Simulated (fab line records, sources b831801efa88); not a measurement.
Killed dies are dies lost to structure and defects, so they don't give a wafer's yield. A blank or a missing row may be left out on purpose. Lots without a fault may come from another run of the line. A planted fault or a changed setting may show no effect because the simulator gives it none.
Split-lot experiment | flow gf180mcu | 5 lots, 27 wafers read, on a route of 602 steps

THE SPLIT
At GF_M2_SPUTTER_04 (material TiN, target thk 50 nm, time 41.7 s), the setting time_s was moved away from the recipe's 41.7 s on 9 of the 27 wafers read, by -40.3% to +46.7%. The other wafers ran this setting at the recipe's value.

FROM THE SPLIT TO THE READING: what the file shows between them, 3 steps
- GF_M2_THK_MEAS_06: measures by xrf
- GF_M2_DEHYDRATE_07: time 60 s
- GF_M2_HMDS_08: prime time 60 s

THE READING
oes_product_au, in a.u., at GF_M2_METAL_ETCH_16 (etches the open film in Cl2/BCl3, stops on SiO2, target depth 627.5 nm, time 104.6 s). Fault-free wafers of this fab line usually give 0.971 a.u., standard deviation 0.006 a.u..

wafer  | tool, chamber at the split | time_s as run, s | against the recipe | oes_product_au, a.u. | against lot-mates on the recipe
L074.1 | pvd_sputter-04, -          | 41.7             | recipe             | 0.967                | -
L074.2 | pvd_sputter-04, -          | 41.7             | recipe             | 0.975                | -
L074.3 | pvd_sputter-04, -          | 41.7             | recipe             | 0.973                | -
L074.4 | pvd_sputter-04, -          | 41.7             | recipe             | 0.966                | -
L074.5 | pvd_sputter-04, -          | 41.7             | recipe             | 0.966                | -
L074.6 | pvd_sputter-04, -          | 41.7             | recipe             | 0.956                | -
L076.2 | pvd_sputter-02, -          | 41.7             | recipe             | 0.970                | -
L076.3 | pvd_sputter-02, -          | 41.7             | recipe             | 0.960                | -
L076.6 | pvd_sputter-02, -          | 41.7             | recipe             | 0.965                | -
L077.1 | pvd_sputter-04, -          | 61.17            | +46.7%             | 0.995                | +0.022
L077.2 | pvd_sputter-04, -          | 41.7             | recipe             | 0.975                | -
L077.3 | pvd_sputter-04, -          | 61.17            | +46.7%             | 0.994                | +0.021
L077.4 | pvd_sputter-04, -          | 41.7             | recipe             | 0.971                | -
L077.5 | pvd_sputter-04, -          | 61.17            | +46.7%             | 0.995                | +0.022
L077.6 | pvd_sputter-04, -          | 41.7             | recipe             | 0.974                | -
L078.1 | pvd_sputter-03, -          | 24.88            | -40.3%             | 0.946                | -0.027
L078.2 | pvd_sputter-03, -          | 41.7             | recipe             | 0.972                | -
L078.3 | pvd_sputter-03, -          | 41.7             | recipe             | 0.974                | -
L078.4 | pvd_sputter-03, -          | 24.88            | -40.3%             | 0.949                | -0.024
L078.5 | pvd_sputter-03, -          | 24.88            | -40.3%             | 0.945                | -0.028
L078.6 | pvd_sputter-03, -          | 41.7             | recipe             | 0.974                | -
L084.1 | pvd_sputter-04, -          | 41.7             | recipe             | 0.966                | -
L084.2 | pvd_sputter-04, -          | 26.54            | -36.4%             | 0.953                | -0.014
L084.3 | pvd_sputter-04, -          | 26.54            | -36.4%             | 0.961                | -0.006
L084.4 | pvd_sputter-04, -          | 26.54            | -36.4%             | 0.950                | -0.017
L084.5 | pvd_sputter-04, -          | 41.7             | recipe             | 0.969                | -
L084.6 | pvd_sputter-04, -          | 41.7             | recipe             | 0.966                | -

THE FIT
A straight line over all 27 wafers: oes_product_au changes by +0.000513 a.u. for each +1% of time_s; r = +0.93; the points scatter about the line by 0.005 a.u..
The same after taking each lot's own level away (the mean of its wafers on the recipe; 27 wafers): +0.000489 a.u. for each +1%; r = +0.93; scatter 0.0049 a.u..
On that fit, the largest move of time_s shifts the reading by 0.023 a.u..
The lots' own levels span 0.9650 to 0.9733 a.u., that is 1.4 times the standard deviation above.
So the lot-to-lot level changes the slope little: the two slopes agree.
Check: with one of the wafers moved furthest among these (+46.7%) left out of the fit, the line predicts +0.0227 a.u. for it against its lot-mates. It came out at +0.0217 a.u. against them.

OTHER SPLITS ON THESE WAFERS
These wafers also went through other splits before the reading. Each is held against what the fit with the lots' levels taken away leaves over:
other split on the same wafers | wafers away from the commonest value | r with oes_product_au (lot level and that fit taken away)
GF_STI_OXIDATION_01 ox_time_s  | 21                                   | +0.30
GF_STI_WET_ETCH_17 time_s      | 18                                   | +0.02
GF_HV_LDD_CVD_56 time_s        | 18                                   | -0.34
GF_SALICIDE_SPUTTER_03 time_s  | 12                                   | +0.02

THE WHOLE CHAIN: every reading that the file lists as answering this split, in the file's order
step                | what it does                                                                         | reading                                                                      | change (the file's fit)                    | r (the file's)
GF_M2_SPUTTER_04    | material TiN, target thk 50 nm, time 41.7 s                                          | TiN_of_M2_SPUTTER_04.thk_nm (the simulator's own value, which no gauge read) | +0.501 nm for each +1% of the setting      | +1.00
GF_M2_THK_MEAS_06   | measures by xrf                                                                      | M2_ALCU_THK                                                                  | -0.371 for each +1% of the setting         | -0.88
GF_M2_METAL_ETCH_16 | etches the open film in Cl2/BCl3, stops on SiO2, target depth 627.5 nm, time 104.6 s | oes_product_au                                                               | +0.000488 a.u. for each +1% of the setting | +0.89

THE FILE'S OWN FIT
oes_product_au changes by +0.000488 a.u. for each +1% of time_s, r = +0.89.
